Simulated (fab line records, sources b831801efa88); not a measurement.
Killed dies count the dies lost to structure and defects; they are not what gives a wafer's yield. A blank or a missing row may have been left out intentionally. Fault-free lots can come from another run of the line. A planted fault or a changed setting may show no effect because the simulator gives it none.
Which tool was responsible? || flow sky130 || 15 lots, 45 wafers sampled, at 2 steps of a route of 708

## WHAT THE GAUGES SHOWED, per wafer
No reading from a measuring or inspecting step in the record can be judged against a usual standard deviation.

## EACH LOT AND THE TOOL THAT RAN IT (in order: tool; ch and the chambers of the sampled wafers; start)
{"lot": "L267", "SKY_VIA3_CMP_24": "cmp-01 ch 0,2,3, day 40 13:10", "SKY_PAD_OPEN_PROBE_99": "prober-01, day 46 13:24"}
{"lot": "L268", "SKY_VIA3_CMP_24": "cmp-02 ch 0,1,3, day 40 13:22", "SKY_PAD_OPEN_PROBE_99": "prober-02, day 46 13:43"}
{"lot": "L269", "SKY_VIA3_CMP_24": "cmp-01 ch 0,1,3, day 40 16:12", "SKY_PAD_OPEN_PROBE_99": "prober-01, day 46 15:35"}
{"lot": "L270", "SKY_VIA3_CMP_24": "cmp-02 ch 0,1, day 40 23:53", "SKY_PAD_OPEN_PROBE_99": "prober-02, day 46 22:01"}
{"lot": "L271", "SKY_VIA3_CMP_24": "cmp-01 ch 0,2,3, day 41 03:54", "SKY_PAD_OPEN_PROBE_99": "prober-01, day 47 00:29"}
{"lot": "L272", "SKY_VIA3_CMP_24": "cmp-01 ch 0,1,3, day 41 19:27", "SKY_PAD_OPEN_PROBE_99": "prober-02, day 47 15:59"}
{"lot": "L273", "SKY_VIA3_CMP_24": "cmp-01 ch 0,1, day 41 21:18", "SKY_PAD_OPEN_PROBE_99": "prober-01, day 47 17:49"}
{"lot": "L274", "SKY_VIA3_CMP_24": "cmp-01 ch 1,2,3, day 42 02:17", "SKY_PAD_OPEN_PROBE_99": "prober-02, day 47 20:52"}
{"lot": "L276", "SKY_VIA3_CMP_24": "cmp-02 ch 1,3, day 42 19:17", "SKY_PAD_OPEN_PROBE_99": "prober-02, day 48 11:16"}
{"lot": "L277", "SKY_VIA3_CMP_24": "cmp-01 ch 0,3, day 43 05:51", "SKY_PAD_OPEN_PROBE_99": "prober-01, day 48 17:48"}
{"lot": "L278", "SKY_VIA3_CMP_24": "cmp-01 ch 0,1,2, day 43 09:31", "SKY_PAD_OPEN_PROBE_99": "prober-02, day 48 21:25"}
{"lot": "L283", "SKY_VIA3_CMP_24": "cmp-02 ch 0,1, day 44 18:31", "SKY_PAD_OPEN_PROBE_99": "prober-01, day 49 22:24"}
{"lot": "L286", "SKY_VIA3_CMP_24": "cmp-02 ch 2,3, day 45 07:20", "SKY_PAD_OPEN_PROBE_99": "prober-02, day 50 09:04"}
{"lot": "L288", "SKY_VIA3_CMP_24": "cmp-02 ch 0,1, day 46 00:04", "SKY_PAD_OPEN_PROBE_99": "prober-02, day 50 22:19"}
{"lot": "L289", "SKY_VIA3_CMP_24": "cmp-02 ch 1,2,3, day 46 01:02", "SKY_PAD_OPEN_PROBE_99": "prober-01, day 50 23:40"}
- SKY_VIA3_CMP_24: polishes, stops on SiO2, t overpolish 20 s, target thk 0 nm.
- SKY_PAD_OPEN_PROBE_99

## AS READ BY THE TOOLS THEMSELVES (means over the sampled wafers that have a number; for cases with no such wafer, the mark the record gives instead)
SKY_VIA3_CMP_24. Usual: head_pressure_psi 3.500 psi, standard deviation 0.0076; motor_current_A 11.0 A, standard deviation 0.49; overpolish_run_s 20.000 s, standard deviation 0.0089; platen_rpm 60.00 rpm, standard deviation 0.039; time_to_endpoint_s 95 s, standard deviation 4.3.
{"lot": "L267", "tool": "cmp-01", "head_pressure_psi (psi)": 3.504, "motor_current_A (A)": 11.4, "overpolish_run_s (s)": 19.992, "platen_rpm (rpm)": 60.02, "time_to_endpoint_s (s)": 95, "flag": ""}
{"lot": "L268", "tool": "cmp-02", "head_pressure_psi (psi)": 3.490, "motor_current_A (A)": 10.9, "overpolish_run_s (s)": 19.998, "platen_rpm (rpm)": 60.02, "time_to_endpoint_s (s)": 95, "flag": ""}
{"lot": "L269", "tool": "cmp-01", "head_pressure_psi (psi)": 3.502, "motor_current_A (A)": 11.5, "overpolish_run_s (s)": 20.007, "platen_rpm (rpm)": 59.98, "time_to_endpoint_s (s)": 91, "flag": ""}
{"lot": "L270", "tool": "cmp-02", "head_pressure_psi (psi)": 3.499, "motor_current_A (A)": 10.9, "overpolish_run_s (s)": 19.991, "platen_rpm (rpm)": 59.96, "time_to_endpoint_s (s)": 94, "flag": ""}
{"lot": "L271", "tool": "cmp-01", "head_pressure_psi (psi)": 3.504, "motor_current_A (A)": 11.5, "overpolish_run_s (s)": 19.992, "platen_rpm (rpm)": 59.98, "time_to_endpoint_s (s)": 95, "flag": ""}
{"lot": "L272", "tool": "cmp-01", "head_pressure_psi (psi)": 3.506, "motor_current_A (A)": 11.4, "overpolish_run_s (s)": 19.995, "platen_rpm (rpm)": 59.97, "time_to_endpoint_s (s)": 93, "flag": ""}
{"lot": "L273", "tool": "cmp-01", "head_pressure_psi (psi)": 3.500, "motor_current_A (A)": 11.1, "overpolish_run_s (s)": 20.001, "platen_rpm (rpm)": 60.03, "time_to_endpoint_s (s)": 90, "flag": ""}
{"lot": "L274", "tool": "cmp-01", "head_pressure_psi (psi)": 3.498, "motor_current_A (A)": 11.0, "overpolish_run_s (s)": 0.040, "platen_rpm (rpm)": 60.02, "time_to_endpoint_s (s)": 147, "flag": "OFF"}
{"lot": "L276", "tool": "cmp-02", "head_pressure_psi (psi)": 3.504, "motor_current_A (A)": 10.7, "overpolish_run_s (s)": 20.004, "platen_rpm (rpm)": 60.01, "time_to_endpoint_s (s)": 104, "flag": ""}
{"lot": "L277", "tool": "cmp-01", "head_pressure_psi (psi)": 3.507, "motor_current_A (A)": 11.2, "overpolish_run_s (s)": 0.038, "platen_rpm (rpm)": 60.00, "time_to_endpoint_s (s)": 149, "flag": "OFF"}
{"lot": "L278", "tool": "cmp-01", "head_pressure_psi (psi)": 3.503, "motor_current_A (A)": 11.2, "overpolish_run_s (s)": 0.041, "platen_rpm (rpm)": 59.95, "time_to_endpoint_s (s)": 148, "flag": "OFF"}
{"lot": "L283", "tool": "cmp-02", "head_pressure_psi (psi)": 3.499, "motor_current_A (A)": 11.0, "overpolish_run_s (s)": 20.009, "platen_rpm (rpm)": 60.01, "time_to_endpoint_s (s)": 96, "flag": ""}
{"lot": "L286", "tool": "cmp-02", "head_pressure_psi (psi)": 3.507, "motor_current_A (A)": 11.0, "overpolish_run_s (s)": 20.005, "platen_rpm (rpm)": 60.05, "time_to_endpoint_s (s)": 98, "flag": ""}
{"lot": "L288", "tool": "cmp-02", "head_pressure_psi (psi)": 3.493, "motor_current_A (A)": 10.5, "overpolish_run_s (s)": 19.995, "platen_rpm (rpm)": 59.98, "time_to_endpoint_s (s)": 98, "flag": ""}
{"lot": "L289", "tool": "cmp-02", "head_pressure_psi (psi)": 3.500, "motor_current_A (A)": 10.8, "overpolish_run_s (s)": 20.004, "platen_rpm (rpm)": 60.00, "time_to_endpoint_s (s)": 99, "flag": ""}

SKY_PAD_OPEN_PROBE_99. Usual: defect_limited_yield 82.6 %, standard deviation 1.8; killed_at_M0_to_M3 43, standard deviation 6.6; killed_at_M4_up 3.4, standard deviation 1.8; killed_at_contacts 24, standard deviation 4.9; killed_at_front_end 15, standard deviation 4.1; killed_at_other 0.3, standard deviation 0.55; killed_dies 85, standard deviation 8.8; killed_on_rim 17, standard deviation 3.7; killed_open 46, standard deviation 6.1; killed_short 39, standard deviation 5.7; sort_bin_3_pad_short 0.9 %, standard deviation 0.41; sort_bin_5_function 10.1 %, standard deviation 1.5; sort_bin_6_memory 6.4 %, standard deviation 1; sort_n_pass 407, standard deviation 8.8; sort_yield_pct 82.6 %, standard deviation 1.8.
{"lot": "L267", "tool": "prober-01", "defect_limited_yield (%)": 85.1, "killed_at_M0_to_M3": 32, "killed_at_M4_up": 4.7, "killed_at_contacts": 22, "killed_at_front_end": 15, "killed_at_other": 0.7, "killed_dies": 73, "killed_on_rim": 16, "killed_open": 39, "killed_short": 34, "sort_bin_3_pad_short (%)": 1.1, "sort_bin_5_function (%)": 7.8, "sort_bin_6_memory (%)": 6.0, "sort_n_pass": 419, "sort_yield_pct (%)": 85.1, "flag": ""}
{"lot": "L268", "tool": "prober-02", "defect_limited_yield (%)": 81.3, "killed_at_M0_to_M3": 43, "killed_at_M4_up": 5.0, "killed_at_contacts": 26, "killed_at_front_end": 17, "killed_at_other": 0.3, "killed_dies": 92, "killed_on_rim": 20, "killed_open": 47, "killed_short": 45, "sort_bin_3_pad_short (%)": 1.0, "sort_bin_5_function (%)": 10.6, "sort_bin_6_memory (%)": 7.1, "sort_n_pass": 400, "sort_yield_pct (%)": 81.3, "flag": ""}
{"lot": "L269", "tool": "prober-01", "defect_limited_yield (%)": 84.6, "killed_at_M0_to_M3": 38, "killed_at_M4_up": 3.7, "killed_at_contacts": 22, "killed_at_front_end": 12, "killed_at_other": 0.3, "killed_dies": 76, "killed_on_rim": 13, "killed_open": 40, "killed_short": 36, "sort_bin_3_pad_short (%)": 0.6, "sort_bin_5_function (%)": 9.6, "sort_bin_6_memory (%)": 5.2, "sort_n_pass": 416, "sort_yield_pct (%)": 84.6, "flag": ""}
{"lot": "L270", "tool": "prober-02", "defect_limited_yield (%)": 83.0, "killed_at_M0_to_M3": 38, "killed_at_M4_up": 3.7, "killed_at_contacts": 28, "killed_at_front_end": 13, "killed_at_other": 0.7, "killed_dies": 83, "killed_on_rim": 14, "killed_open": 47, "killed_short": 37, "sort_bin_3_pad_short (%)": 0.7, "sort_bin_5_function (%)": 9.4, "sort_bin_6_memory (%)": 6.8, "sort_n_pass": 409, "sort_yield_pct (%)": 83.0, "flag": ""}
{"lot": "L271", "tool": "prober-01", "defect_limited_yield (%)": 83.2, "killed_at_M0_to_M3": 42, "killed_at_M4_up": 1.3, "killed_at_contacts": 23, "killed_at_front_end": 15, "killed_at_other": 0.7, "killed_dies": 82, "killed_on_rim": 19, "killed_open": 48, "killed_short": 34, "sort_bin_3_pad_short (%)": 1.1, "sort_bin_5_function (%)": 9.7, "sort_bin_6_memory (%)": 5.9, "sort_n_pass": 410, "sort_yield_pct (%)": 83.2, "flag": ""}
{"lot": "L272", "tool": "prober-02", "defect_limited_yield (%)": 82.9, "killed_at_M0_to_M3": 41, "killed_at_M4_up": 3.0, "killed_at_contacts": 25, "killed_at_front_end": 15, "killed_at_other": 0.3, "killed_dies": 84, "killed_on_rim": 18, "killed_open": 42, "killed_short": 41, "sort_bin_3_pad_short (%)": 0.7, "sort_bin_5_function (%)": 10.9, "sort_bin_6_memory (%)": 5.6, "sort_n_pass": 408, "sort_yield_pct (%)": 82.9, "flag": ""}
{"lot": "L273", "tool": "prober-01", "defect_limited_yield (%)": 81.9, "killed_at_M0_to_M3": 41, "killed_at_M4_up": 3.3, "killed_at_contacts": 29, "killed_at_front_end": 14, "killed_at_other": 1.3, "killed_dies": 89, "killed_on_rim": 18, "killed_open": 46, "killed_short": 41, "sort_bin_3_pad_short (%)": 0.9, "sort_bin_5_function (%)": 10.6, "sort_bin_6_memory (%)": 6.6, "sort_n_pass": 403, "sort_yield_pct (%)": 81.9, "flag": ""}
{"lot": "L274", "tool": "prober-02", "defect_limited_yield (%)": 0.0, "killed_at_M0_to_M3": 454, "killed_at_M4_up": 3.0, "killed_at_contacts": 23, "killed_at_front_end": 11, "killed_at_other": 0.3, "killed_dies": 492, "killed_on_rim": 96, "killed_open": 45, "killed_short": 38, "sort_bin_3_pad_short (%)": 84.0, "sort_bin_5_function (%)": 10.0, "sort_bin_6_memory (%)": 6.0, "sort_n_pass": 0, "sort_yield_pct (%)": 0.0, "flag": "OFF"}
{"lot": "L276", "tool": "prober-02", "defect_limited_yield (%)": 84.0, "killed_at_M0_to_M3": 41, "killed_at_M4_up": 1.7, "killed_at_contacts": 23, "killed_at_front_end": 13, "killed_at_other": 0.0, "killed_dies": 79, "killed_on_rim": 15, "killed_open": 46, "killed_short": 33, "sort_bin_3_pad_short (%)": 0.7, "sort_bin_5_function (%)": 8.8, "sort_bin_6_memory (%)": 6.5, "sort_n_pass": 413, "sort_yield_pct (%)": 84.0, "flag": ""}
{"lot": "L277", "tool": "prober-01", "defect_limited_yield (%)": 0.0, "killed_at_M0_to_M3": 441, "killed_at_M4_up": 5.0, "killed_at_contacts": 36, "killed_at_front_end": 10, "killed_at_other": 0.0, "killed_dies": 492, "killed_on_rim": 96, "killed_open": 47, "killed_short": 43, "sort_bin_3_pad_short (%)": 82.8, "sort_bin_5_function (%)": 11.1, "sort_bin_6_memory (%)": 6.2, "sort_n_pass": 0, "sort_yield_pct (%)": 0.0, "flag": "OFF"}
{"lot": "L278", "tool": "prober-02", "defect_limited_yield (%)": 0.0, "killed_at_M0_to_M3": 452, "killed_at_M4_up": 4.3, "killed_at_contacts": 21, "killed_at_front_end": 15, "killed_at_other": 0.0, "killed_dies": 492, "killed_on_rim": 96, "killed_open": 45, "killed_short": 38, "sort_bin_3_pad_short (%)": 83.6, "sort_bin_5_function (%)": 10.0, "sort_bin_6_memory (%)": 6.4, "sort_n_pass": 0, "sort_yield_pct (%)": 0.0, "flag": "OFF"}
{"lot": "L283", "tool": "prober-01", "defect_limited_yield (%)": 83.2, "killed_at_M0_to_M3": 36, "killed_at_M4_up": 3.7, "killed_at_contacts": 25, "killed_at_front_end": 18, "killed_at_other": 0.0, "killed_dies": 82, "killed_on_rim": 17, "killed_open": 47, "killed_short": 35, "sort_bin_3_pad_short (%)": 1.0, "sort_bin_5_function (%)": 9.6, "sort_bin_6_memory (%)": 6.2, "sort_n_pass": 410, "sort_yield_pct (%)": 83.2, "flag": ""}
{"lot": "L286", "tool": "prober-02", "defect_limited_yield (%)": 84.1, "killed_at_M0_to_M3": 39, "killed_at_M4_up": 1.7, "killed_at_contacts": 22, "killed_at_front_end": 15, "killed_at_other": 0.3, "killed_dies": 78, "killed_on_rim": 12, "killed_open": 47, "killed_short": 31, "sort_bin_3_pad_short (%)": 0.6, "sort_bin_5_function (%)": 9.5, "sort_bin_6_memory (%)": 5.8, "sort_n_pass": 414, "sort_yield_pct (%)": 84.1, "flag": ""}
{"lot": "L288", "tool": "prober-02", "defect_limited_yield (%)": 81.1, "killed_at_M0_to_M3": 48, "killed_at_M4_up": 3.7, "killed_at_contacts": 24, "killed_at_front_end": 16, "killed_at_other": 0.3, "killed_dies": 93, "killed_on_rim": 19, "killed_open": 48, "killed_short": 44, "sort_bin_3_pad_short (%)": 1.1, "sort_bin_5_function (%)": 11.3, "sort_bin_6_memory (%)": 6.5, "sort_n_pass": 399, "sort_yield_pct (%)": 81.1, "flag": ""}
{"lot": "L289", "tool": "prober-01", "defect_limited_yield (%)": 82.8, "killed_at_M0_to_M3": 42, "killed_at_M4_up": 3.0, "killed_at_contacts": 26, "killed_at_front_end": 13, "killed_at_other": 0.3, "killed_dies": 85, "killed_on_rim": 19, "killed_open": 48, "killed_short": 36, "sort_bin_3_pad_short (%)": 1.1, "sort_bin_5_function (%)": 10.3, "sort_bin_6_memory (%)": 5.8, "sort_n_pass": 407, "sort_yield_pct (%)": 82.8, "flag": ""}

## THE ANSWER, worked out from the rows above alone
Rule: a lot is off if the mean of its wafers that have a number lies more than 3 standard deviations from the usual mean. Also off: a lot with no number at a reading for which 4 or more lots have one. Where the step has rows for the other lots, those lots are counted as sound. First the gauges in route order, then the tools' own readings, where a lot's mean is used as printed above. At the first step where some lot is off, the reading lying furthest off is the one used; lots without a number count as furthest.
Off, at SKY_VIA3_CMP_24 on overpolish_run_s: L274, L277, L278.
A tool fits if, at that step or a process step before it, it ran every lot that is off, and no sound lot after the first of them. One candidate fits, namely cmp-01 at SKY_VIA3_CMP_24. Its last sound lot is L273 (day 41 21:18), its first lot that is off L274 (day 42 02:17): a fault that began between those two fits.
The tool's own readings at SKY_VIA3_CMP_24 bear it out: on the lots that are off they differ by more than 5 times the standard deviation of the sound lots' means. overpolish_run_s reads 0.040 s there against 19.999 s on the sound lots; time_to_endpoint_s reads 148 s there against 96 s on the sound lots.

## WHAT THE SIMULATOR HAD INSERTED
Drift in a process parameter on cmp-01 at SKY_VIA3_CMP_24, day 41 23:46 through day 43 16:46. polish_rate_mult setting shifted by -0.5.
Struck lots among those shown: L274, L277, L278. This agrees with what the rule above found.
